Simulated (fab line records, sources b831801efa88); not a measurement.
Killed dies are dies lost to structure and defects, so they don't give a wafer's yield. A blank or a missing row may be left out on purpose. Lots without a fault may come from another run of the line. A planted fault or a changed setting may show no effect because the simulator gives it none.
A struck lot beside a sound one | flow sky130 | 15 steps out of a route of 708
Sound: wafers L579.2, L579.3, L579.4. Struck: wafers L587.1, L587.2, L587.3. The cause comes at the end.
At each step with rows: each side's tool, then ch and its chambers, then its first start. Under that, the readings that differ: sound wafers | struck wafers | difference of the means | sigmas: that difference in standard deviations of wafers without a fault.
alike: readings whose means differ by less than 2 such deviations, and words and numbers that are the same on both sides. not compared: withheld readings, readings that some wafer has no value for, bounds like >300 that may hide the same value, and numbers for which the record gives no deviation and whose values overlap.
The two part at a step that has a row with sigmas, a row that says differs or no value, or rows on one side only. Numbers that don't overlap but have no deviation are shown without sigmas and don't part them. A reading that every wafer of one side lacks parts them only if that side has two wafers or more.

first, 2 steps without rows for these wafers: SKY_NWELL_IMPLANT_12; SKY_NWELL_IMPLANT_13.
SKY_NWELL_STRIP_14: strips in O2/N2.
  sound on plasma_asher-04 ch 0,1, day 6 18:40; struck on plasma_asher-01 ch 0,1, day 9 02:10
  alike: chamber_pressure_mTorr, drypump_motor_current_A, oes_product_au, strip_time_to_endpoint_s
  not compared: rf_hours_counter_h
SKY_NWELL_TW_MEAS_15:
  sound on film_metro-03, day 6 18:47; struck on film_metro-03, day 9 02:16
  alike: NWELL_TW
then, 7 steps without rows for these wafers: SKY_NWELL_DEHYDRATE_16 (time 60 s); SKY_NWELL_HMDS_17 (prime time 60 s); SKY_NWELL_COAT_18 (resist thk 3000 nm); SKY_NWELL_SOFTBAKE_19; SKY_NWELL_EXPOSE_20 (exposes mask NWM COMPLEMENT, target cd 840 nm); SKY_NWELL_PEB_21; SKY_NWELL_DEVELOP_22 (develop time 60 s).
SKY_NWELL_OVL_MEAS_23:
  sound on overlay-02, day 7 14:08; struck on overlay-02, day 10 00:01
  alike: NWELL_01_OVL
SKY_NWELL_IMPLANT_24:
  sound on implanter-04 ch 0, day 7 14:16; struck on implanter-04 ch 0, day 10 00:04
  reading       | sound                         | struck                        | difference | sigmas
  dose_ions_cm2 | 9.205e+12 9.203e+12 9.202e+12 | 9.023e+12 9.011e+12 9.003e+12 | -1.910e+11 | -17
SKY_NWELL_STRIP_25: strips in O2/N2.
  sound on plasma_asher-03 ch 0,1, day 7 14:23; struck on plasma_asher-01 ch 0,1, day 10 00:13
  alike: chamber_pressure_mTorr, drypump_motor_current_A, oes_product_au, strip_time_to_endpoint_s
  not compared: rf_hours_counter_h
-- the record jumps here: 40 days lie between the struck wafers' starts before and after (it left off in module NWELL and takes up again in module PAD_OPEN, whose first step shown is number 708 of the route) --
SKY_PAD_OPEN_PROBE_99:
  sound on prober-02, day 48 04:08; struck on prober-01, day 50 02:36
  alike: killed_at_M0_to_M3, killed_at_M4_up, killed_at_contacts, killed_at_front_end, killed_at_other, killed_dies, killed_open, killed_short
  not compared: model.etest.res_pwell_under_gate.rs_ohm_sq

WHERE THEY PART
Only at SKY_NWELL_IMPLANT_24, within this record. Later steps at which nothing parts them and some readings are alike: SKY_NWELL_STRIP_25, SKY_PAD_OPEN_PROBE_99.

WHY: what the simulator had put in
Process parameter drift: implanter-04, from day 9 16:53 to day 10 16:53, at SKY_NWELL_IMPLANT_24. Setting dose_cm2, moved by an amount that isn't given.
